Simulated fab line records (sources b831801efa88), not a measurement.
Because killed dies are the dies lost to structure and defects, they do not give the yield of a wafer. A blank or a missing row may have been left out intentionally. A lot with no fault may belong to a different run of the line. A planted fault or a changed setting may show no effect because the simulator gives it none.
A struck lot beside a sound one + flow sky130 + 14 out of 708 route steps
Sound: the wafers L961.1, L961.2, L961.6. Wafers struck: L977.2, L977.3, L977.4. The cause is named last.
Per side, at each step with rows, come the tool, then ch with its chambers, and then its first start. Under that, the readings that differ: sound wafers + struck wafers + difference of the means + sigmas: that difference in standard deviations of wafers without a fault.
alike: same words and numbers on both sides, and readings whose means sit less than 2 such deviations apart. not compared: any withheld reading, any reading some wafer has no value for, any bound like >300 that may hide the same value, and any number with overlapping values for which the record gives no deviation.
A row with sigmas, a row that says differs or no value, or rows on one side alone: a step with any of these is where the two part. Non-overlapping numbers with no deviation appear without sigmas and do not part them. A reading missing from all wafers of one side parts the sides only when that side holds two or more wafers.

first, 4 steps without rows for these wafers: SKY_VIA3_SOFTBAKE_08 (time 90 s); SKY_VIA3_EXPOSE_09 (exposes mask VIM3, target cd 200 nm); SKY_VIA3_PEB_10; SKY_VIA3_DEVELOP_11 (develop time 60 s).
SKY_VIA3_CD_MEAS_12: target cd 200 nm.
  sound: cd-sem-02 at day 41 20:37; struck: cd-sem-02 at day 45 17:33
| reading    | sound             | struck            | difference | sigmas |
|------------|-------------------|-------------------|------------|--------|
| cd-nm (nm) | 202.0 201.9 201.5 | 196.8 197.5 197.4 | -4.6       | -3     |
SKY_VIA3_OVL_MEAS_13:
  sound: overlay-01 at day 41 20:44; struck: overlay-01 at day 45 17:40
  alike: VIA3_OVL
SKY_VIA3_ETCH_14: etches BARC in N2/H2, stops on SiO2, time 45.9 s, target depth 60 nm.
  sound on rie-diel-04 ch 0,1,3, day 41 20:47; struck on rie-diel-04 ch 0,2,3, day 45 17:41
  alike: drypump-motor-current-A, oes-product-au, throttle-valve-pct
  not compared: rf-hours-counter-h
SKY_VIA3_ETCH_15: etches SiO2 in C4F8/O2/Ar, stops on TiN, target depth 507 nm, time 78 s.
  sound on rie-diel-04 ch 0,1,3, day 41 20:49; struck on rie-diel-04 ch 0,2,3, day 45 17:44
  alike: oes-product-au
  not compared: rf-hours-counter-h
SKY_VIA3_STRIP_16: strips in O2/N2.
  sound on plasma-asher-03 ch 0,1, day 41 20:53; struck on plasma-asher-01 ch 0,1, day 45 17:47
  alike: drypump-motor-current-A, oes-product-au, strip-time-to-endpoint-s
  not compared: rf-hours-counter-h
then, 3 steps without rows for these wafers: SKY_VIA3_STRIP_17 (strips in post etch residue remover, time 1200 s); SKY_VIA3_CLEAN_18 (cleans in IPA, time 180 s); SKY_VIA3_CLEAN_19 (cleans in O3/DIW).
SKY_VIA3_SPUTTER_20: material TiN, target thk 20 nm, time 80 s.
  sound: pvd-sputter-01 at day 41 21:29; struck: pvd-sputter-02 at day 45 18:23
  no value came back on the struck wafers for cathode-dc-power-W (W), chamber-pressure-pa (Pa), throttle-valve-pct (%), time-s (s); on the sound wafers cathode-dc-power-W (W) reads 4001.0 3999.3 3999.4
SKY_VIA3_CVD_21: deposits W, target thk 390 nm, time 117.31 s.
  sound on cvd-w-02 ch 0,1, day 41 21:33; struck on cvd-w-01 ch 0,1, day 45 18:27
  alike: heater-power-w, susceptor-temp-C

== WHERE THEY PART ==
Last at SKY_VIA3_SPUTTER_20 as far as this record goes, first at SKY_VIA3_CD_MEAS_12. Later steps at which nothing parts them and some readings are alike: SKY_VIA3_CVD_21.

WHY: what the simulator had put in
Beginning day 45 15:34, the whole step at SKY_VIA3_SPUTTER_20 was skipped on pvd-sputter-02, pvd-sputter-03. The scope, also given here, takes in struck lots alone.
